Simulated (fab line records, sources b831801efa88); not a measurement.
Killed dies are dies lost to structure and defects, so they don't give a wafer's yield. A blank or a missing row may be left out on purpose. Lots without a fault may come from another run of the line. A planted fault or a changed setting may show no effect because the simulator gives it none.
A struck lot beside a sound one | flow sky130 | 35 steps out of a route of 708
Sound: wafers L388.1, L388.2, L388.5. Struck: wafers L390.4, L390.5, L390.6. The cause comes at the end.
At each step with rows: each side's tool, then ch and its chambers, then its first start. Under that, the readings that differ: sound wafers | struck wafers | difference of the means | sigmas: that difference in standard deviations of wafers without a fault.
alike: readings whose means differ by less than 2 such deviations, and words and numbers that are the same on both sides. not compared: withheld readings, readings that some wafer has no value for, bounds like >300 that may hide the same value, and numbers for which the record gives no deviation and whose values overlap.
The two part at a step that has a row with sigmas, a row that says differs or no value, or rows on one side only. Numbers that don't overlap but have no deviation are shown without sigmas and don't part them. A reading that every wafer of one side lacks parts them only if that side has two wafers or more.

first, 6 steps without rows for these wafers: SKY_METAL5_HMDS_08 (prime time 60 s); SKY_METAL5_COAT_09 (resist thk 1800 nm); SKY_METAL5_SOFTBAKE_10 (time 60 s); SKY_METAL5_EXPOSE_11 (exposes mask MM5, target cd 1600 nm); SKY_METAL5_PEB_12; SKY_METAL5_DEVELOP_13 (develop time 60 s).
SKY_METAL5_DESCUM_14: chemistry O2, time 11 s.
  sound on rie_metal-01 ch 0,1, day 44 06:08; struck on rie_metal-03 ch 0,1, day 44 15:22
  alike: drypump_motor_current_A, oes_product_au
  not compared: rf_hours_counter_h
SKY_METAL5_METAL_ETCH_15: etches the open film in Cl2/BCl3, stops on SiO2, target depth 1260 nm, time 252 s.
  sound on rie_metal-01 ch 0,1, day 44 06:10; struck on rie_metal-03 ch 0,1, day 44 15:28
  alike: drypump_motor_current_A, oes_product_au, throttle_valve_pct
  not compared: rf_hours_counter_h
SKY_METAL5_STRIP_16: strips in O2/N2.
  sound on plasma_asher-03 ch 0,1, day 44 06:25; struck on plasma_asher-01 ch 0,1, day 44 15:40
  reading                      | sound             | struck            | difference | sigmas
  strip_time_to_endpoint_s (s) | 13.00 13.03 12.85 | 13.27 13.34 13.41 | +0.38      | +3
  alike: drypump_motor_current_A, n2_flow_sccm, oes_product_au
  not compared: rf_hours_counter_h
then, 3 steps without rows for these wafers: SKY_METAL5_STRIP_17 (strips in post etch residue remover, time 1200 s); SKY_METAL5_CLEAN_18 (cleans in IPA, time 180 s); SKY_METAL5_CLEAN_19 (cleans in O3/DIW).
SKY_PASSIVATION_CVD_00: deposits SiO2, target thk 90 nm.
  sound on pecvd-04 ch 0,1, day 44 07:28; struck on pecvd-04 ch 0,1,2, day 44 16:18
  reading                                      | sound             | struck            | difference | sigmas
  model.SiO2_of_PASSIVATION_CVD_00.thk_nm (nm) | 88.81 87.99 90.39 | 66.54 66.54 66.84 | -22.42     |
  alike: heater_power_w
SKY_PASSIVATION_THK_MEAS_01:
  sound on film_metro-01, day 44 07:29; struck on film_metro-04, day 44 16:20
  reading                     | sound          | struck         | difference | sigmas
  PASSIVATION_CVD_00_THK (nm) | 88.8 88.0 90.4 | 66.6 66.5 66.9 | -22.4      | -20
SKY_PASSIVATION_CVD_02: deposits Si3N4, target thk 540 nm.
  sound on pecvd-01 ch 0,1, day 44 07:33; struck on pecvd-01 ch 0,1,2, day 44 16:29
  alike: heater_power_w
SKY_PASSIVATION_THK_MEAS_03:
  sound on film_metro-04, day 44 07:46; struck on film_metro-01, day 44 16:38
  alike: PASSIVATION_CVD_02_THK
then, 7 steps without rows for these wafers: SKY_PASSIVATION_DEHYDRATE_04 (time 60 s); SKY_PASSIVATION_HMDS_05 (prime time 60 s); SKY_PASSIVATION_COAT_06 (resist thk 3000 nm); SKY_PASSIVATION_SOFTBAKE_07; SKY_PASSIVATION_EXPOSE_08 (exposes mask NSM, target cd 3000 nm); SKY_PASSIVATION_PEB_09; SKY_PASSIVATION_DEVELOP_10 (develop time 60 s).
SKY_PASSIVATION_ETCH_11: etches the open film in CF4/O2, stops on AlCu, target depth 725 nm, time 161.1 s.
  sound on rie_diel-01 ch 0,3, day 45 05:46; struck on rie_diel-04 ch 0,2,3, day 45 13:22
  reading                                 | sound             | struck            | difference | sigmas
  model.PASSIVATION.feature_depth_nm (nm) | 697.2 701.8 718.2 | 693.4 691.8 693.6 | -12.8      |
  model.etch.depth_nm (nm)                | 697.2 701.8 718.2 | 693.4 691.8 693.6 | -12.8      |
  alike: cf4_flow_sccm, drypump_motor_current_A, oes_product_au, throttle_valve_pct
  not compared: rf_hours_counter_h
SKY_PASSIVATION_STRIP_12: strips in O2/N2.
  sound on plasma_asher-02 ch 0,1, day 45 05:52; struck on plasma_asher-04 ch 0,1, day 45 13:30
  reading                     | sound       | struck      | difference | sigmas
  drypump_motor_current_A (A) | 5.7 5.4 5.4 | 6.4 6.4 6.5 | +0.9       | +2
  alike: n2_flow_sccm, oes_product_au, strip_time_to_endpoint_s
  not compared: rf_hours_counter_h
then, 7 steps without rows for these wafers: SKY_PAD_OPEN_DEHYDRATE_00 (time 60 s); SKY_PAD_OPEN_HMDS_01 (prime time 60 s); SKY_PAD_OPEN_COAT_02 (resist thk 3000 nm); SKY_PAD_OPEN_SOFTBAKE_03; SKY_PAD_OPEN_EXPOSE_04 (exposes mask PDM, target cd 60000 nm); SKY_PAD_OPEN_PEB_05; SKY_PAD_OPEN_DEVELOP_06 (develop time 60 s).
SKY_PAD_OPEN_ETCH_07: etches the open film in CF4/O2, stops on AlCu, target depth 725 nm, time 161.1 s.
  sound on rie_diel-03 ch 0,2, day 46 02:52; struck on rie_diel-03 ch 0,2,3, day 46 09:41
  reading                              | sound             | struck            | difference | sigmas
  model.PAD_OPEN.feature_depth_nm (nm) | 697.2 701.8 718.2 | 693.4 691.8 693.6 | -12.8      |
  model.etch.depth_nm (nm)             | 697.2 701.8 718.2 | 693.4 691.8 693.6 | -12.8      |
  alike: cf4_flow_sccm, drypump_motor_current_A, oes_product_au, throttle_valve_pct
  not compared: rf_hours_counter_h
then, 1 step without rows for these wafers: SKY_PAD_OPEN_STRIP_08 (strips in O2/N2).
SKY_PAD_OPEN_PROBE_99:
  the record has rows for the sound wafers here (prober-02, day 46 05:20) and none for the struck ones

WHERE THEY PART
First at SKY_METAL5_STRIP_16; last, within this record, at SKY_PAD_OPEN_PROBE_99.

WHY: what the simulator had put in
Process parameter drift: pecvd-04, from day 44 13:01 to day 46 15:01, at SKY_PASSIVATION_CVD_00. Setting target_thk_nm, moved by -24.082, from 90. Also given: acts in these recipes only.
